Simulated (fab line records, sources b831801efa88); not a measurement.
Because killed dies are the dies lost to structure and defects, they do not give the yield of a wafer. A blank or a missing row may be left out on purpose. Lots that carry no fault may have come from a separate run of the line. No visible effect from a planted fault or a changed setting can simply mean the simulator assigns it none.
8D (eight disciplines) problem report, filled in by code ; flow sfqLine ; the parts of the form that need people (team, actions taken, sign-off) are left out

== 1. THE PROBLEM ==
oesProductAu at SFQ_TRILAYER_M5_ETCH_METAL_ETCH_126 reads a mean of 0.695 a.u. on 2 wafers of 2 lots; wafers without a fault read 0.728 a.u. with a standard deviation of 0.0062. That is -5.3 standard deviations from the usual mean.
The step: etches Nb in Cl2/BCl3, stops on SiO2, time 203.2 s, target depth 265 nm.
Seen first at day 51 16:08 on rieMetal-01, wafer L449.6. Wafers with a number at this step in the record: 42, from 14 lots. The rule behind "out" and "out of limits": a value lying over 4 standard deviations away from the usual mean. The rest of the wafers with a number are treated as sound.

== 2. WHAT IT IS, WHAT IT ISN'T ==
question;is;is not
which readings at this step;oesProductAu;drypumpMotorCurrentA, rfFwdPowerW
which lots;L449, L450;L437, L439, L440, L443, L444, L445, L446, L447, L448, L456, L458, L459
which wafers of those lots;L449.6, L450.4;L449.2, L449.4, L450.2, L450.5
read on which tools;rieMetal-01;rieMetal-02, rieMetal-03
when;from day 51 16:08;"up to then (29 sound wafers); but 11 sound wafers of L450, L456, L458, L459 came after"

== 3. WHAT RULES OUT EACH SUSPECT ==
Counting: if a tool at a process step up to the reading ran every lot that is out, it stays a suspect. Sound lots after the first of them don't rule it out here, since some wafers of a struck lot are sound.
- rieMetal-01 at SFQ_TRILAYER_M5_ETCH_METAL_ETCH_126 (etches Nb in Cl2/BCl3, stops on SiO2, time 203.2 s, target depth 265 nm): kept. Every lot that is out went through it, the first being L449 (day 51 16:08); the last sound lot it ran before that was L448 (day 50 22:23). Its own readings are out on those wafers: oesProductAu.
- Within rieMetal-01 at SFQ_TRILAYER_M5_ETCH_METAL_ETCH_126, the wafers that are out were processed in chamber 1 and their sound lot-mates in chamber 0.
Remaining after the count: rieMetal-01 at SFQ_TRILAYER_M5_ETCH_METAL_ETCH_126.

== 4. THE CAUSE (what the simulator had put in) ==
rieMetal-01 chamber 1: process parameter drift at SFQ_TRILAYER_M5_ETCH_METAL_ETCH_126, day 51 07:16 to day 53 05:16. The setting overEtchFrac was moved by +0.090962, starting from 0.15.
This tool alone remained once counting was done.

== 5. THE EFFECT CHAIN, in route order ==
Each row: a reading whose mean over the struck wafers that have a number lies more than 3 standard deviations from the usual. Readings are gone through only where the record gives a usual standard deviation; hours: the median, over the lots, of the time from a lot's start at the first step in this table giving one to that lot's start at this step; sigmas: the change measured in usual standard deviations.
hours;step;reading;usual;on struck wafers;change;sigmas
0;SFQ_TRILAYER_M5_ETCH_METAL_ETCH_126;oesProductAu;0.728 a.u.;0.695;-0.033;-5.3
Process steps it contains:
- SFQ_TRILAYER_M5_ETCH_METAL_ETCH_126: etches Nb in Cl2/BCl3, stops on SiO2, time 203.2 s, target depth 265 nm.

== 6. WHAT WOULD HAVE CAUGHT IT SOONER ==
In this record the first reading out of limits was taken at day 51 16:08, 9 hours after the fault began at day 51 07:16.
